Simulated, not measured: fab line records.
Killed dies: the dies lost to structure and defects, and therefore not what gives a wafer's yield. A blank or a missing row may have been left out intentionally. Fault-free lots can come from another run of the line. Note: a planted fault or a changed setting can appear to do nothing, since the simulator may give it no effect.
Which tool is to blame? / flow sky130 / 15 lots with 45 wafers sampled at 3 steps, on a route of 708 steps

## WHAT THE GAUGES SHOWED, per wafer
SKY_METAL2_RS_MEAS_05: measures by four-point-probe. Usual: METAL2_ALCU_RS typically reads 0.1266 ohm/sq, with standard deviation 0.0014.
lot=L259; measured=day 34 00:59; on=film metro-02; METAL2_ALCU_RS (ohm/sq)=0.1272 0.1261 0.1253; flag=
lot=L262; measured=day 35 07:14; on=film metro-04; METAL2_ALCU_RS (ohm/sq)=0.1272 0.1279 0.1278; flag=
lot=L264; measured=day 36 00:43; on=film metro-02; METAL2_ALCU_RS (ohm/sq)=0.1284 0.1268 0.1267; flag=
lot=L267; measured=day 36 20:52; on=film metro-02; METAL2_ALCU_RS (ohm/sq)=8.6110 8.5636 8.6988; flag=OFF
lot=L268; measured=day 37 04:22; on=film metro-04; METAL2_ALCU_RS (ohm/sq)=8.7013 8.5465 8.5574; flag=OFF
lot=L269; measured=day 37 16:35; on=film metro-02; METAL2_ALCU_RS (ohm/sq)=8.7615 8.7696 8.6595; flag=OFF
lot=L271; measured=day 38 21:45; on=film metro-04; METAL2_ALCU_RS (ohm/sq)=0.1272 0.1260 0.1267; flag=
lot=L275; measured=day 39 03:57; on=film metro-02; METAL2_ALCU_RS (ohm/sq)=0.1267 0.1252 0.1267; flag=
lot=L276; measured=day 39 09:11; on=film metro-03; METAL2_ALCU_RS (ohm/sq)=0.1277 0.1254 0.1254; flag=
lot=L277; measured=day 39 23:40; on=film metro-02; METAL2_ALCU_RS (ohm/sq)=0.1246 0.1253 0.1245; flag=
lot=L278; measured=day 40 00:17; on=film metro-04; METAL2_ALCU_RS (ohm/sq)=0.1268 0.1265 0.1266; flag=
lot=L280; measured=day 40 12:22; on=film metro-03; METAL2_ALCU_RS (ohm/sq)=0.1267 0.1249 0.1255; flag=
lot=L279; measured=day 40 14:28; on=film metro-03; METAL2_ALCU_RS (ohm/sq)=0.1275 0.1258 0.1265; flag=
lot=L281; measured=day 40 23:43; on=film metro-04; METAL2_ALCU_RS (ohm/sq)=0.1297 0.1273 0.1298; flag=
lot=L282; measured=day 41 07:00; on=film metro-03; METAL2_ALCU_RS (ohm/sq)=0.1257 0.1242 0.1250; flag=

SKY_METAL2_THK_MEAS_06: measures by xrf. Usual: METAL2_ALCU_THK typically reads 252.1 nm, with standard deviation 2.7.
lot=L259; measured=day 34 01:05; on=film metro-02; METAL2_ALCU_THK (nm)=247.1 251.9 253.2; flag=
lot=L262; measured=day 35 07:20; on=film metro-04; METAL2_ALCU_THK (nm)=252.9 250.9 250.8; flag=
lot=L264; measured=day 36 00:49; on=film metro-02; METAL2_ALCU_THK (nm)=247.0 251.2 248.6; flag=
lot=L267; measured=day 36 20:58; on=film metro-02; METAL2_ALCU_THK (nm)=<0.3 <0.3 <0.3; flag=OFF
lot=L268; measured=day 37 04:28; on=film metro-04; METAL2_ALCU_THK (nm)=<0.4 <0.4 <0.4; flag=OFF
lot=L269; measured=day 37 16:43; on=film metro-02; METAL2_ALCU_THK (nm)=<0.3 <0.3 <0.3; flag=OFF
lot=L271; measured=day 38 21:52; on=film metro-04; METAL2_ALCU_THK (nm)=251.2 254.5 254.0; flag=
lot=L275; measured=day 39 04:04; on=film metro-02; METAL2_ALCU_THK (nm)=250.6 251.9 250.5; flag=
lot=L276; measured=day 39 09:17; on=film metro-03; METAL2_ALCU_THK (nm)=250.3 254.8 255.4; flag=
lot=L277; measured=day 39 23:46; on=film metro-02; METAL2_ALCU_THK (nm)=254.1 251.5 254.1; flag=
lot=L278; measured=day 40 00:25; on=film metro-04; METAL2_ALCU_THK (nm)=253.1 253.8 252.7; flag=
lot=L280; measured=day 40 12:29; on=film metro-03; METAL2_ALCU_THK (nm)=251.2 254.1 255.1; flag=
lot=L279; measured=day 40 14:35; on=film metro-03; METAL2_ALCU_THK (nm)=249.4 251.5 251.0; flag=
lot=L281; measured=day 40 23:49; on=film metro-04; METAL2_ALCU_THK (nm)=248.3 253.3 247.6; flag=
lot=L282; measured=day 41 07:05; on=film metro-03; METAL2_ALCU_THK (nm)=254.4 259.3 255.2; flag=

## WHICH TOOL RAN EACH LOT (tool, then ch and the chambers of the sampled wafers, then the start)
lot=L259; SKY_METAL2_SPUTTER_02=pvd sputter-04, day 34 00:51
lot=L262; SKY_METAL2_SPUTTER_02=pvd sputter-03, day 35 07:07
lot=L264; SKY_METAL2_SPUTTER_02=pvd sputter-04, day 36 00:36
lot=L267; SKY_METAL2_SPUTTER_02=pvd sputter-04, day 36 20:43
lot=L268; SKY_METAL2_SPUTTER_02=pvd sputter-01, day 37 04:15
lot=L269; SKY_METAL2_SPUTTER_02=pvd sputter-04, day 37 16:30
lot=L271; SKY_METAL2_SPUTTER_02=pvd sputter-04, day 38 21:40
lot=L275; SKY_METAL2_SPUTTER_02=pvd sputter-03, day 39 03:52
lot=L276; SKY_METAL2_SPUTTER_02=pvd sputter-03, day 39 09:04
lot=L277; SKY_METAL2_SPUTTER_02=pvd sputter-03, day 39 23:32
lot=L278; SKY_METAL2_SPUTTER_02=pvd sputter-03, day 40 00:12
lot=L280; SKY_METAL2_SPUTTER_02=pvd sputter-03, day 40 12:16
lot=L279; SKY_METAL2_SPUTTER_02=pvd sputter-01, day 40 14:22
lot=L281; SKY_METAL2_SPUTTER_02=pvd sputter-01, day 40 23:36
lot=L282; SKY_METAL2_SPUTTER_02=pvd sputter-04, day 41 06:51
- SKY_METAL2_SPUTTER_02: material AlCu, target thk 250 nm, time 13.3 s.

## WHAT THE TOOLS THEMSELVES READ (means of the sampled wafers that have a number; where no wafer has one, the mark that the record gives instead)
SKY_METAL2_SPUTTER_02. Usual: cathode dc power W 10600 W, standard deviation 1.9; chamber pressure pa 0.4001 Pa, standard deviation 0.00086; throttle valve pct 29.9 %, standard deviation 1.4.
lot=L259; tool=pvd sputter-04; cathode dc power W (W)=10599; chamber pressure pa (Pa)=0.3995; throttle valve pct (%)=30.5; flag=
lot=L262; tool=pvd sputter-03; cathode dc power W (W)=10600; chamber pressure pa (Pa)=0.4008; throttle valve pct (%)=29.4; flag=
lot=L264; tool=pvd sputter-04; cathode dc power W (W)=10599; chamber pressure pa (Pa)=0.4007; throttle valve pct (%)=30.1; flag=
lot=L267; tool=pvd sputter-04; cathode dc power W (W)=-; chamber pressure pa (Pa)=-; throttle valve pct (%)=-; flag=OFF
lot=L268; tool=pvd sputter-01; cathode dc power W (W)=-; chamber pressure pa (Pa)=-; throttle valve pct (%)=-; flag=OFF
lot=L269; tool=pvd sputter-04; cathode dc power W (W)=-; chamber pressure pa (Pa)=-; throttle valve pct (%)=-; flag=OFF
lot=L271; tool=pvd sputter-04; cathode dc power W (W)=10600; chamber pressure pa (Pa)=0.3996; throttle valve pct (%)=30.5; flag=
lot=L275; tool=pvd sputter-03; cathode dc power W (W)=10600; chamber pressure pa (Pa)=0.4001; throttle valve pct (%)=31.0; flag=
lot=L276; tool=pvd sputter-03; cathode dc power W (W)=10600; chamber pressure pa (Pa)=0.4002; throttle valve pct (%)=30.3; flag=
lot=L277; tool=pvd sputter-03; cathode dc power W (W)=10600; chamber pressure pa (Pa)=0.4000; throttle valve pct (%)=27.9; flag=
lot=L278; tool=pvd sputter-03; cathode dc power W (W)=10601; chamber pressure pa (Pa)=0.4005; throttle valve pct (%)=29.4; flag=
lot=L280; tool=pvd sputter-03; cathode dc power W (W)=10599; chamber pressure pa (Pa)=0.4005; throttle valve pct (%)=29.3; flag=
lot=L279; tool=pvd sputter-01; cathode dc power W (W)=10601; chamber pressure pa (Pa)=0.4001; throttle valve pct (%)=29.7; flag=
lot=L281; tool=pvd sputter-01; cathode dc power W (W)=10600; chamber pressure pa (Pa)=0.4002; throttle valve pct (%)=29.3; flag=
lot=L282; tool=pvd sputter-04; cathode dc power W (W)=10599; chamber pressure pa (Pa)=0.4002; throttle valve pct (%)=30.6; flag=

## THE ANSWER, worked out from the rows above alone
Rule: a lot is off if the mean of its wafers that have a number lies more than 3 standard deviations from the usual mean. A lot without any number at a reading at which 4 lots or more have one is off too. The other lots that the step has rows for count as sound. First the gauges in route order, then the tools' own readings, where a lot's mean is used as printed above. At the first step where some lot is off, the reading lying furthest off is the one used; lots without a number count as furthest.
Off: L267, L268, L269, at SKY_METAL2_RS_MEAS_05 (METAL2_ALCU_RS).
A tool fits if, at a process step before that reading, it ran every lot that is off, and no sound lot after the first of them. Not tried: the gauges at SKY_METAL2_RS_MEAS_05; whatever is off there is also off at SKY_METAL2_SPUTTER_02, on other tools, and gauge error can't account for it. Of those tried, none fits.

## WHAT HAD BEEN PUT IN BY THE SIMULATOR
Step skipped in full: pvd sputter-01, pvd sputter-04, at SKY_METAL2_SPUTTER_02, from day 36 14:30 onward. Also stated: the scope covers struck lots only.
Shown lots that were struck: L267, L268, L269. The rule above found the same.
